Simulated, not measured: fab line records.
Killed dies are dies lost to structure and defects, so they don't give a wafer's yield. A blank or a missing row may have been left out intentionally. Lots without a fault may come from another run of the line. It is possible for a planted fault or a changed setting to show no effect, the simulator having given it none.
Lot-split experiment    flow sky130    5 lots, 27 wafers read, on a route of 708 steps

== THE SPLIT ==
At SKY_VIA1_HDPCVD_00 (deposits SiO2, target thk 1030 nm, time 171.7 s), the setting time-s was moved away from the recipe's 171.7 s on 12 of the 27 wafers read, by -55.7% to +55.6%. For the rest of the wafers, this setting stayed at what the recipe calls for.

The file shows no step between the split and the reading.

== THE READING ==
VIA1_HDPCVD_THK in nanometres, read at SKY_VIA1_THK_MEAS_01. Fault-free wafers of this fab line usually give 1035 nm, standard deviation 11 nm.

wafer   tool, chamber at the split  time-s as run, s  against the recipe  VIA1_HDPCVD_THK, nm  against lot-mates on the recipe
L074.1  hdpcvd-02, 1                75.98             -55.7%              459                  -561
L074.2  hdpcvd-02, 2                171.7             recipe              1020                 -
L074.3  hdpcvd-02, 0                75.98             -55.7%              458                  -562
L074.4  hdpcvd-02, 0                75.98             -55.7%              459                  -561
L074.5  hdpcvd-02, 1                171.7             recipe              1024                 -
L074.6  hdpcvd-02, 2                171.7             recipe              1017                 -
L075.1  hdpcvd-01, 0                247.6             +44.2%              1490                 +456
L075.2  hdpcvd-01, 1                171.7             recipe              1035                 -
L075.3  hdpcvd-01, 0                171.7             recipe              1041                 -
L075.4  hdpcvd-01, 1                247.6             +44.2%              1495                 +461
L075.5  hdpcvd-01, 0                247.6             +44.2%              1494                 +460
L075.6  hdpcvd-01, 1                171.7             recipe              1026                 -
L077.4  hdpcvd-02, 1                171.7             recipe              1046                 -
L077.5  hdpcvd-02, 2                171.7             recipe              1040                 -
L077.6  hdpcvd-02, 0                171.7             recipe              1053                 -
L079.1  hdpcvd-01, 2                267.2             +55.6%              1577                 +554
L079.2  hdpcvd-01, 0                171.7             recipe              1022                 -
L079.3  hdpcvd-01, 1                267.2             +55.6%              1589                 +566
L079.4  hdpcvd-01, 0                171.7             recipe              1032                 -
L079.5  hdpcvd-01, 1                267.2             +55.6%              1596                 +573
L079.6  hdpcvd-01, 2                171.7             recipe              1014                 -
L084.1  hdpcvd-02, 2                241.7             +40.8%              1447                 +414
L084.2  hdpcvd-02, 0                171.7             recipe              1031                 -
L084.3  hdpcvd-02, 1                171.7             recipe              1033                 -
L084.4  hdpcvd-02, 1                241.7             +40.8%              1447                 +414
L084.5  hdpcvd-02, 2                171.7             recipe              1036                 -
L084.6  hdpcvd-02, 0                241.7             +40.8%              1466                 +433

FIT RESULTS
A straight line over all 27 wafers: VIA1_HDPCVD_THK changes by +10.2 nm for each +1% of time-s; r = +1.00; the points scatter about the line by 11 nm.
The same after taking each lot's own level away (the mean of its wafers on the recipe; 27 wafers): +10.2 nm for each +1%; r = +1.00; scatter 6.8 nm.
On that fit, the largest move of time-s shifts the reading by 5.7e+02 nm.
Measured against the standard deviation above, the lots' own levels, which go from 1020.3 to 1046.3 nm, span 2.4 times it.
Hence the lot-to-lot level has little effect on the slope; both slopes agree.
Check: -567 nm against its lot-mates is what the line predicts for one of the wafers moved furthest among these (-55.7%) when that wafer is left out of the fit. It came out at -561 nm against them.

== THESE WAFERS: OTHER SPLITS ==
Other splits were also applied to these wafers ahead of the reading. Each is held against what the fit with the lots' levels taken away leaves over:
other split on the same wafers            wafers away from the commonest value  r with VIA1_HDPCVD_THK (lot level and that fit taken away)
SKY_LOCAL_INTERCONNECT_SPUTTER_00 time-s  9                                     -0.02
SKY_CONTACT_DEVELOP_13 develop-time-s     12                                    +0.02

== THE WHOLE CHAIN: every reading that the file lists as answering this split, in the file's order ==
step                  what it does                                     reading                                                                         change (the file's fit)               r (the file's)
SKY_VIA1_HDPCVD_00    deposits SiO2, target thk 1030 nm, time 171.7 s  SiO2_of_VIA1_HDPCVD_00.thk-nm (the simulator's own value, which no gauge read)  +10.2 nm for each +1% of the setting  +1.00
SKY_VIA1_THK_MEAS_01                                                   VIA1_HDPCVD_THK                                                                 +10.2 for each +1% of the setting     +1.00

== FILE'S OWN FIT ==
VIA1_HDPCVD_THK changes by +10.2 nm for each +1% of time-s, r = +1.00.
